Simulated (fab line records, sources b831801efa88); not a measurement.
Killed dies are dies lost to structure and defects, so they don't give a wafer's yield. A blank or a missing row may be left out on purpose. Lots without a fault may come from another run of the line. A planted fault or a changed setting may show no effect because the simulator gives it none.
Problem report in the 8D (eight disciplines) form, filled by code | flow sky130 | the parts of the form that need people (team, actions taken, sign-off) are left out

1. THE PROBLEM
rf_fwd_power_W at SKY_METAL1_ETCH_18 reads a mean of 411.7 W on 3 wafers of 2 lots; wafers without a fault read 494.7 W with a standard deviation of 1.9. That is -44 standard deviations from the usual mean.
The step: etches BARC in N2/H2, stops on SiO2, time 45.9 s, target depth 60 nm.
First seen on wafer L188.2, day 35 23:32, on rie_metal-04. The record holds 33 wafers of 11 lots with a number at this step. Rule for "out", or "out of limits": more than 4 standard deviations from the usual mean. The other wafers with a number count as sound.

2. WHAT IT IS AND WHAT IT IS NOT
question                    | is                     | is not
which readings at this step | rf_fwd_power_W         | drypump_motor_current_A, oes_product_au, throttle_valve_pct
which lots                  | L188, L190             | L180, L182, L183, L184, L194, L196, L198, L202, L203
which wafers of those lots  | L188.2, L188.6, L190.2 | L188.1, L190.1, L190.4
read on which tools         | rie_metal-04           | rie_metal-01, rie_metal-03
when                        | from day 35 23:32      | up to then (13 sound wafers); but 17 sound wafers of L190, L194, L196, L198, L202, L203 came after

3. SUSPECTS, AND WHAT RULES EACH OUT
Counting: a tool at a process step up to the reading stays a suspect if it ran every lot that is out. Sound lots after the first of them don't rule it out here, since some wafers of a struck lot are sound.
- rie_metal-04 at SKY_METAL1_ETCH_18 (etches BARC in N2/H2, stops on SiO2, time 45.9 s, target depth 60 nm): kept. It ran every lot that is out, first L188 (day 35 23:32); its last sound lot up to then is L183 (day 34 21:43). Its own readings are out on those wafers: rf_fwd_power_W.
- Within rie_metal-04 at SKY_METAL1_ETCH_18: the wafers that are out ran in chamber 1; their sound lot-mates ran in chamber 0.
Left after counting: rie_metal-04 at SKY_METAL1_ETCH_18.

4. THE CAUSE (what the simulator had put in)
Process parameter drift: rie_metal-04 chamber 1, from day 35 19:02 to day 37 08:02, at SKY_METAL1_ETCH_18. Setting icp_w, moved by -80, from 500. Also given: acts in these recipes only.
Counting left only this tool.

5. THE CHAIN OF EFFECTS, in route order
Each row: a reading whose mean over the struck wafers that have a number lies more than 3 standard deviations from the usual. Only readings for which the record gives a usual standard deviation are gone through. hours: the time from each lot's start at the first step in this table that gives one to its start at this step, as a median over the lots. sigmas: the change in usual standard deviations.
hours | step               | reading        | usual   | on struck wafers | change | sigmas
0     | SKY_METAL1_ETCH_18 | rf_fwd_power_W | 494.7 W | 411.7            | -83.0  | -44
The process steps in it:
- SKY_METAL1_ETCH_18: etches BARC in N2/H2, stops on SiO2, time 45.9 s, target depth 60 nm.

6. WHAT WOULD HAVE CAUGHT IT SOONER
In this record the first reading out of limits was taken at day 35 23:32, 5 hours after the fault began at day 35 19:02.
